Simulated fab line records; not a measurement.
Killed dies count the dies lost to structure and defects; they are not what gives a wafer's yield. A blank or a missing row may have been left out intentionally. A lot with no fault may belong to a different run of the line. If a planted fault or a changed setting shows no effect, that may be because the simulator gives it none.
fab line records    flow sfq-line
record: lots: 6  wafers: 18  last-day: 92
route steps=325 shown I0@57 M1@58
lots with no fault: from the same line, run without faults
start-h: start of the lot's first displayed wafer, in hours after the record's first day    wait-h: hours elapsed since this lot's preceding step    " identical to the entry in the row above    L1.1+2: a single row standing in for several wafers    - no value, or no start given    * or withheld: withheld    < > ~ a bound
route shown NAME@n: NAME is a module with steps in the file, n the number in the route of the first one    usual: mean/standard deviation of fault-free wafers    same: alike in all rows    chamber/n: place in a boat    sites: the reading at each site    _std_site: their standard deviation    _edge_site: mean of outer sites minus mean of inner sites    radius-mm: how far each site lies from the wafer's centre    mask NAME#n: copy n    behind: the most recent tool/chamber to have shaped the wafer    hold: why the lot went on hold/how many hours it stayed there/how the hold came to an end    device: whichever transistor did not switch (one of n, p or np)    end of line: the tests these same wafers got at the end of their route    where a step has no rows: the recipe by itself    killed: not the wafer's yield, but the dies lost to structure and defects at the first sort    map: the dies of a wafer, with x for killed, . for not killed, _ for no die there
set.NAME: the setting the step ran with; set.NAME@STEP: the setting that earlier step ran with    model.NAME: the simulator's own value behind a step, which no gauge read
a table for each step, a row for each wafer; lots at some steps of the route
services: a tool's chamber out of use, with start hour (start-h, from the record's first day; less than 0 if before it), hours out, and reason
== steps ==
step: SFQ_TRILAYER_I0_VIA_STRIP_SOLV_CLEAN_036
recipe: chemistry: NMP  temp-c: 70  time-s: 600
step: SFQ_TRILAYER_M1_DEP_PRE_CLEAN_038
recipe: gas: Ar  time-s: 22.5  bias-v: 250
step: SFQ_TRILAYER_M1_DEP_SPUTTER_037
recipe: material: Nb  base-pressure-pa: 1.33e-06  chamber-pressure-pa: 0.1333  substrate-temp-c: 20  resputter-cathode-voltage-v: 400  target-thk-nm: 200  power-w: 2000  time-s: 133.3
usual: cathode-dc-power-W: 2000.0/0.36  throttle-valve-pct: 30.2/1.2
lot.wafer  tool            chamber  start-h  wait-h  cathode-dc-power-W  throttle-valve-pct
L804.3     pvd-sputter-05  -        305.78   0.0     1999.8              30.8
L804.4     "               -        "        "       2000.6              31.4
L804.6     "               -        "        "       2000.2              31.5
L806.3     pvd-sputter-05  -        312.98   0.0     2000.1              31.7
L806.4     "               -        "        "       1999.9              30.9
L806.6     "               -        "        "       2000.1              31.8
L808.1     pvd-sputter-03  -        336.06   0.0     1999.9              29.8
L808.3     "               -        "        "       2000.3              28.2
L808.6     "               -        "        "       1999.7              29.9
L823.1     pvd-sputter-05  -        610.23   0.0     2000.3              31.6
L823.2     "               -        "        "       2000.0              31.2
L823.5     "               -        "        "       2000.0              31.1
L824.1     pvd-sputter-03  -        621.03   0.0     1999.9              29.7
L824.2     "               -        "        "       2000.1              30.5
L824.4     "               -        "        "       2000.5              28.0
L826.3     pvd-sputter-06  -        651.33   0.0     2000.7              31.3
L826.4     "               -        "        "       1999.7              30.2
L826.5     "               -        "        "       1999.3              30.4
step: SFQ_M1_RS_MEAS_909
recipe: thk-meas-gauge: four-point-probe  reads: Nb_of_TRILAYER_M1_DEP_SPUTTER_037
usual: M1_NB_RS: 0.885/0.013
lot.wafer  tool           chamber  start-h  wait-h  M1_NB_RS[ohm/sq]
L804.3     film-metro-01  -        305.91   0.1     0.882
L804.4     "              -        "        "       0.871
L804.6     "              -        "        "       0.864
L806.3     film-metro-01  -        313.11   0.1     0.884
L806.4     "              -        "        "       0.897
L806.6     "              -        "        "       0.879
L808.1     film-metro-01  -        336.15   0.0     0.873
L808.3     "              -        "        "       0.878
L808.6     "              -        "        "       0.876
L823.1     film-metro-03  -        610.32   0.0     0.878
L823.2     "              -        "        "       0.875
L823.5     "              -        "        "       0.886
L824.1     film-metro-01  -        621.12   0.0     0.903
L824.2     "              -        "        "       0.881
L824.4     "              -        "        "       0.885
L826.3     film-metro-01  -        651.46   0.1     0.880
L826.4     "              -        "        "       0.871
L826.5     "              -        "        "       0.867
step: SFQ_TRILAYER_M1_LITHO_COAT_044
recipe: resist: BARC  spin-rpm: 3000  resist-thk-nm: 62
step: SFQ_TRILAYER_M1_LITHO_COAT_039
recipe: resist: KrF  spin-rpm: 3000  resist-thk-nm: 600
step: SFQ_TRILAYER_M1_LITHO_SOFTBAKE_043
recipe: temp-c: withheld  time-s: withheld  resist: KrF
step: SFQ_TRILAYER_M1_LITHO_EXPOSE_040
recipe: mask-id: M1  na: 0.6  source-shape: conventional  sigma-outer: 0.65  target-cd-nm: 500  dose-mj: 14.4
step: SFQ_TRILAYER_M1_LITHO_PEB_042
recipe: peb-temp-c: 115  peb-time-s: 60  resist: KrF
step: SFQ_TRILAYER_M1_LITHO_DEVELOP_041
recipe: time-s: 60  resist: KrF
step: SFQ_M1_OVL_MEAS_911
usual: M1_OVL: 1/5
lot.wafer  tool        chamber  start-h  wait-h  M1_OVL[nm]
L804.3     overlay-01  -        428.45   0.1     -2
L804.4     "           -        "        "       -4
L804.6     "           -        "        "       -3
L806.3     overlay-01  -        438.05   0.1     -2
L806.4     "           -        "        "       5
L806.6     "           -        "        "       2
L808.1     overlay-01  -        477.77   0.1     2
L808.3     "           -        "        "       -7
L808.6     "           -        "        "       -4
L823.1     overlay-01  -        763.88   0.1     -6
L823.2     "           -        "        "       7
L823.5     "           -        "        "       8
L824.1     overlay-02  -        775.88   0.1     3
L824.2     "           -        "        "       4
L824.4     "           -        "        "       4
L826.3     overlay-01  -        804.82   0.1     7
L826.4     "           -        "        "       -5
L826.5     "           -        "        "       -1
step: SFQ_TRILAYER_M1_BARC_OPEN_METAL_ETCH_054
recipe: mask-material: PR  chemistry: O2  target-depth-nm: 125  target: BARC  icp-w: 600  bias-w: 80  pressure-mtorr: 10  time-s: 41.7
usual: drypump-motor-current-A: 5.6/0.34  oes-product-au: 0.685/0.0047  run-length-s: 70.5/0.7
lot.wafer  tool          chamber  start-h  wait-h  drypump-motor-current-A  oes-product-au  rf-hours-counter-h  run-length-s  model.KrF_of_TRILAYER_M1_LITHO_COAT_039.thk-nm
L804.3     rie-metal-01  0        428.49   0.0     5.3                      0.691           -                   70.5          524.1
L804.4     "             1        "        "       6.0                      0.677           -                   70.3          523.2
L804.6     "             1        "        "       6.0                      0.685           -                   70.4          522.9
L806.3     rie-metal-01  1        438.09   0.0     6.0                      0.838           -                   61.0          537.3
L806.4     "             0        "        "       5.3                      0.684           -                   70.6          524.2
L806.6     "             1        "        "       6.0                      0.835           -                   61.3          537.6
L808.1     rie-metal-01  1        477.81   0.0     6.0                      0.696           32                  71.1          523
L808.3     "             0        "        "       5.3                      0.841           -                   61.1          535.5
L808.6     "             0        "        "       5.3                      0.843           -                   61.3          534.5
L823.1     rie-metal-03  0        763.91   0.0     5.9                      0.684           124                 70.5          522.2
L823.2     "             1        "        "       5.2                      0.685           103                 70.1          522.8
L823.5     "             1        "        "       5.2                      0.685           -                   69.8          524.6
L824.1     rie-metal-04  0        775.91   0.0     5.4                      0.688           22                  69.4          522.7
L824.2     "             1        "        "       5.5                      0.683           124                 70.0          526
L824.4     "             1        "        "       5.5                      0.683           -                   70.0          525.5
L826.3     rie-metal-01  0        804.86   0.0     5.3                      0.689           -                   70.6          523.1
L826.4     "             1        "        "       6.0                      0.685           -                   70.5          520.9
L826.5     "             0        "        "       5.3                      0.682           -                   70.5          522.4
step: SFQ_TRILAYER_M1_ETCH_METAL_ETCH_042
recipe: target: Nb  stop-on: SiO2  mask-material: PR  chemistry: Cl2/Ar  target-depth-nm: 240  icp-w: 600  bias-w: 80  pressure-mtorr: 10  time-s: 120
usual: drypump-motor-current-A: 5.6/0.35  oes-product-au: 0.898/0.0088  run-length-s: 148.8/0.71
lot.wafer  tool          chamber  start-h  wait-h  drypump-motor-current-A  oes-product-au  rf-hours-counter-h  run-length-s  model.KrF_of_TRILAYER_M1_LITHO_COAT_039.thk-nm
L804.3     rie-metal-01  0        428.57   0.1     5.3                      0.895           -                   148.7         384.2
L804.4     "             1        "        "       6.0                      0.908           -                   149.1         383.5
L804.6     "             1        "        "       6.0                      0.915           -                   148.7         382.6
L806.3     rie-metal-01  1        438.17   0.1     6.0                      0.895           -                   149.3         396.5
L806.4     "             0        "        "       5.3                      0.894           -                   149.4         384.8
L806.6     "             1        "        "       6.0                      0.905           -                   149.6         398.2
L808.1     rie-metal-01  1        477.87   0.0     6.0                      0.908           32                  149.1         380
L808.3     "             0        "        "       5.3                      0.901           -                   149.1         392.6
L808.6     "             0        "        "       5.3                      0.905           -                   149.2         393.3
L823.1     rie-metal-03  0        763.97   0.0     5.9                      0.903           124                 148.5         373.2
L823.2     "             1        "        "       5.2                      0.906           103                 148.0         380.2
L823.5     "             1        "        "       5.2                      0.900           -                   148.3         382.2
L824.1     rie-metal-04  0        775.97   0.0     5.4                      0.888           23                  147.9         379.7
L824.2     "             1        "        "       5.5                      0.904           124                 148.2         385.8
L824.4     "             1        "        "       5.5                      0.906           -                   148.2         385.1
L826.3     rie-metal-01  0        804.94   0.1     5.3                      0.899           -                   149.1         385.6
L826.4     "             1        "        "       6.0                      0.908           -                   149.2         381.7
L826.5     "             0        "        "       5.3                      0.908           -                   148.7         385.9
step: SFQ_TRILAYER_M1_STRIP_STRIP_043
recipe: gas: O2  power-w: 200  platen-temp-c: 40  overash-fraction: 0.65  chemistry: O2  pressure-mtorr: 50
usual: drypump-motor-current-A: 5.6/0.34  oes-product-au: 1.002/0.013
lot.wafer  tool          chamber  start-h  wait-h  drypump-motor-current-A  oes-product-au  rf-hours-counter-h
L804.3     rie-metal-01  0        428.86   0.2     5.3                      0.998           -
L804.4     "             1        "        "       6.0                      0.999           -
L804.6     "             1        "        "       6.0                      1.000           -
L806.3     rie-metal-01  1        438.46   0.2     6.0                      1.001           -
L806.4     "             0        "        "       5.3                      1.004           -
L806.6     "             1        "        "       6.0                      0.999           -
L808.1     rie-metal-01  1        477.99   0.1     6.0                      1.004           32
L808.3     "             0        "        "       5.3                      1.013           -
L808.6     "             0        "        "       5.3                      1.014           -
L823.1     rie-metal-03  0        764.10   0.1     5.9                      1.024           124
L823.2     "             1        "        "       5.2                      1.006           103
L823.5     "             1        "        "       5.2                      1.002           -
L824.1     rie-metal-04  0        776.10   0.1     5.4                      1.022           23
L824.2     "             1        "        "       5.5                      0.998           125
L824.4     "             1        "        "       5.5                      0.995           -
L826.3     rie-metal-01  0        805.22   0.2     5.3                      0.978           -
L826.4     "             1        "        "       6.0                      0.996           -
L826.5     "             0        "        "       5.3                      0.985           -
== services ==
tool            chamber  start-h  hours  kind
rie-metal-01    0        313.05   14.9   repair
pvd-sputter-06  -        314.00   5.3    repair
pvd-sputter-03  -        348.63   2.7    repair
pvd-sputter-06  -        354.53   4.6    repair
pvd-sputter-06  -        392.42   13.2   repair
rie-metal-04    -        434.86   0.7    repair
rie-metal-03    -        440.95   0.4    repair
pvd-sputter-06  -        475.97   4.2    repair
rie-metal-04    1        495.22   4.0    repair
rie-metal-03    -        498.78   4.6    repair
pvd-sputter-03  -        534.84   9.0    repair
pvd-sputter-03  -        550.20   19.1   repair
rie-metal-04    0        557.39   -      clean
rie-metal-04    0        557.39   17.1   scheduled-down
rie-metal-04    0        557.39   17.1   vent-cycle
pvd-sputter-05  -        576.80   1.9    repair
pvd-sputter-03  -        645.32   2.3    repair
rie-metal-04    -        682.61   0.5    repair
rie-metal-04    -        719.32   4.1    repair
rie-metal-03    1        719.63   14.9   repair
rie-metal-04    -        762.44   2.8    pm
rie-metal-03    0        765.70   5.8    repair
pvd-sputter-05  -        794.67   4.1    repair
rie-metal-04    -        795.92   1.4    pm
== key ==
first-sign: step: SFQ_TRILAYER_M1_BARC_OPEN_METAL_ETCH_054  reading: oes-product-au  direction: up  sigmas: 33  usual: 0.685  struck: 0.839
effect: step: SFQ_TRILAYER_M1_BARC_OPEN_METAL_ETCH_054  reading: run-length-s  direction: down  sigmas: 13  usual: *  struck: *
model-effect: step: SFQ_TRILAYER_M1_BARC_OPEN_METAL_ETCH_054  value: KrF_of_TRILAYER_M1_LITHO_COAT_039.thk-nm  without: 524.6  struck: 536.2
model-effect: step: SFQ_TRILAYER_M1_ETCH_METAL_ETCH_042  value: KrF_of_TRILAYER_M1_LITHO_COAT_039.thk-nm  without: 383.6  struck: 395.2
met-at SFQ_TRILAYER_M1_BARC_OPEN_METAL_ETCH_054
struck-wafers L806.3,L806.6,L808.3,L808.6
onset-between 428.49 438.09
fault: kind: process-parameter-drift  tool: rie-metal-01  chamber: -  onset-h: 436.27  steps: SFQ_TRILAYER_M1_BARC_OPEN_METAL_ETCH_054  channel: time-s  offset: *  shape: step  end-h: 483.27  scope: struck-wafers-only  acts-in: *  stated: *
